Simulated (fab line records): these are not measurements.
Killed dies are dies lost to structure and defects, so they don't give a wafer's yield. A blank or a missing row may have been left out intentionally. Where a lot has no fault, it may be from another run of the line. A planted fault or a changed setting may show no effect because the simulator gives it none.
A struck lot beside a sound one | flow sky130 | 44 steps out of a route of 708
Sound: the wafers L720.1, L720.2, L720.3. Wafers L724.2, L724.3, L724.5 were the ones struck. The cause is named last.
At each step with rows: each side's tool, then ch and its chambers, then its first start. Under that, the readings that differ: sound wafers | struck wafers | difference of the means | sigmas: that difference in standard deviations of wafers without a fault.
alike: readings with means less than 2 such deviations apart, plus words and numbers identical on both sides. not compared: withheld readings, readings lacking a value on some wafer, bounds such as >300 that could conceal the same value, and numbers that have no deviation in the record and whose values overlap.
Wherever a step has rows on one side only, a row that says differs or no value, or a row with sigmas, the two part there. Non-overlapping numbers with no deviation appear without sigmas and do not part them. A reading missing from all wafers of one side parts the sides only when that side holds two or more wafers.

first, 2 steps without rows for these wafers: SKY_DNWELL_DEVELOP_06 (develop time 60 s); SKY_DNWELL_IMPLANT_07.
SKY_DNWELL_STRIP_08: strips in O2/N2.
  sound on plasmaAsher-02 ch 0,1, day 5 18:02; struck on plasmaAsher-02 ch 0,1, day 6 16:43
  alike: chamberPressureMTorr, drypumpMotorCurrentA, oesProductAu, stripTimeToEndpointS
  not compared: rfHoursCounterH
SKY_DNWELL_TW_MEAS_09:
  sound: filmMetro-03 at day 5 18:08; struck: filmMetro-02 at day 6 16:49
  alike: DNWELL_TW
then, 7 steps without rows for these wafers: SKY_PWDE_DEHYDRATE_00 (time 60 s); SKY_PWDE_HMDS_01 (prime time 60 s); SKY_PWDE_COAT_02 (resist thk 3000 nm); SKY_PWDE_SOFTBAKE_03; SKY_PWDE_EXPOSE_04 (exposes mask PWDEM, target cd 840 nm); SKY_PWDE_PEB_05; SKY_PWDE_DEVELOP_06 (develop time 60 s).
SKY_PWDE_OVL_MEAS_07:
  sound: overlay-02 at day 6 11:52; struck: overlay-02 at day 7 11:40
  alike: PWDE_OVL
SKY_PWDE_IMPLANT_08:
  sound on implanter-01 ch 0, day 6 11:54; struck on implanter-03 ch 0, day 7 11:43
reading          | sound             | struck            | difference | sigmas
beamOnS (s)      | 10.02 10.11 10.10 | 13.75 13.55 13.43 | +3.50      | +18
faradayCurrentUA | 20.2 19.9 20.0    | 14.8 15.0 15.2    | -5.0       | -12
SKY_PWDE_STRIP_09: strips in O2/N2.
  sound on plasmaAsher-04 ch 0,1, day 6 12:03; struck on plasmaAsher-03 ch 1, day 7 11:51
  alike: chamberPressureMTorr, drypumpMotorCurrentA, oesProductAu, stripTimeToEndpointS
  not compared: rfHoursCounterH
SKY_PWDE_TW_MEAS_10:
  sound: filmMetro-01 at day 6 12:09; struck: filmMetro-03 at day 7 11:58
reading | sound       | struck      | difference | sigmas
PWDE_TW | 383 383 383 | 407 408 410 | +25        | +6
then, 7 steps without rows for these wafers: SKY_NWELL_DEHYDRATE_03 (time 60 s); SKY_NWELL_HMDS_04 (prime time 60 s); SKY_NWELL_COAT_05 (resist thk 3000 nm); SKY_NWELL_SOFTBAKE_06; SKY_NWELL_EXPOSE_07 (exposes mask NWM, target cd 840 nm); SKY_NWELL_PEB_08; SKY_NWELL_DEVELOP_09 (develop time 60 s).
SKY_NWELL_OVL_MEAS_10:
  sound: overlay-01 at day 7 07:20; struck: overlay-01 at day 8 07:43
  alike: NWELL_00_OVL
then, 3 steps without rows for these wafers: SKY_NWELL_IMPLANT_11; SKY_NWELL_IMPLANT_12; SKY_NWELL_IMPLANT_13.
SKY_NWELL_STRIP_14: strips in O2/N2.
  sound on plasmaAsher-02 ch 0,1, day 7 07:49; struck on plasmaAsher-02 ch 1, day 8 08:12
reading                  | sound          | struck         | difference | sigmas
drypumpMotorCurrentA (A) | 6.38 5.54 6.40 | 5.52 5.52 5.52 | -0.59      | -2
  alike: chamberPressureMTorr, oesProductAu, stripTimeToEndpointS
  not compared: rfHoursCounterH
SKY_NWELL_TW_MEAS_15:
  sound: filmMetro-02 at day 7 07:55; struck: filmMetro-03 at day 8 08:19
  alike: NWELL_TW
then, 7 steps without rows for these wafers: SKY_NWELL_DEHYDRATE_16 (time 60 s); SKY_NWELL_HMDS_17 (prime time 60 s); SKY_NWELL_COAT_18 (resist thk 3000 nm); SKY_NWELL_SOFTBAKE_19; SKY_NWELL_EXPOSE_20 (exposes mask NWM COMPLEMENT, target cd 840 nm); SKY_NWELL_PEB_21; SKY_NWELL_DEVELOP_22 (develop time 60 s).
SKY_NWELL_OVL_MEAS_23:
  sound: overlay-02 at day 8 03:56; struck: overlay-01 at day 9 04:59
  alike: NWELL_01_OVL
next, for these wafers, 1 step has no rows: SKY_NWELL_IMPLANT_24.
SKY_NWELL_STRIP_25: strips in O2/N2.
  sound on plasmaAsher-02 ch 0,1, day 8 04:07; struck on plasmaAsher-02 ch 0,1, day 9 05:10
  alike: chamberPressureMTorr, drypumpMotorCurrentA, oesProductAu, stripTimeToEndpointS
  not compared: rfHoursCounterH
SKY_NWELL_TW_MEAS_26:
  sound: filmMetro-02 at day 8 04:13; struck: filmMetro-01 at day 9 05:17
  alike: NWELL_2_TW
then, 1 step without rows for these wafers: SKY_NWELL_CLEAN_27 (cleans in SC1/SC2, time 150 s).
SKY_NWELL_RTA_28: time 30 s.
  sound on rtpAnneal-01 ch 0, day 8 04:20; struck on rtpAnneal-02 ch 0, day 9 05:24
  alike: annealTempCMax, lampPowerPct, wafer_temp_C_max
SKY_NWELL_RS_MEAS_29: a four-point-probe measurement.
  sound: filmMetro-03 at day 8 04:26; struck: filmMetro-01 at day 9 05:30
  alike: NWELL_RS
SKY_NWELL_RS_MEAS_31: a four-point-probe measurement.
  sound: filmMetro-03 at day 8 04:41; struck: filmMetro-01 at day 9 05:44
reading          | sound          | struck         | difference | sigmas
PWDE_RS (ohm/sq) | 5276 5265 5267 | 4202 4202 4206 | -1066      | -59
-- the record jumps here: 40 days lie between the struck wafers' starts before and after (it left off in module NWELL and takes up again in module PAD_OPEN, whose first step shown is number 708 of the route) --
SKY_PAD_OPEN_PROBE_99:
  sound: prober-02 at day 48 10:32; struck: prober-02 at day 49 12:13
reading                               | sound                         | struck         | difference | sigmas
model.etest.res_p_drift_20v.lineOhmUm | 1.257e+04 1.233e+04 1.206e+04 | 8312 8448 8462 | -3913      | 
model.etest.res_p_drift_20v.rsOhmSq   | 1.041e+04 1.026e+04 9944      | 6938 6902 6903 | -3290      | 
model.etest.resPwdeUnderGate.rsOhmSq  | 6116 6123 6123                | 4741 4716 4728 | -1392      | 
  alike: killed_at_M0_to_M3, killed_at_M4_up, killedAtContacts, killedAtFrontEnd, killedAtOther, killedDies, killedOpen, killedShort

== WHERE THEY PART ==
At SKY_PWDE_IMPLANT_08 first; at SKY_NWELL_RS_MEAS_31 last (within this record only). Later steps at which nothing parts them and some readings are alike: SKY_PAD_OPEN_PROBE_99.

WHY: what the simulator had put in
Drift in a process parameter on implanter-03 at SKY_PWDE_IMPLANT_08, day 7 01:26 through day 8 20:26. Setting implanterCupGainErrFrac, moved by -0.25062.
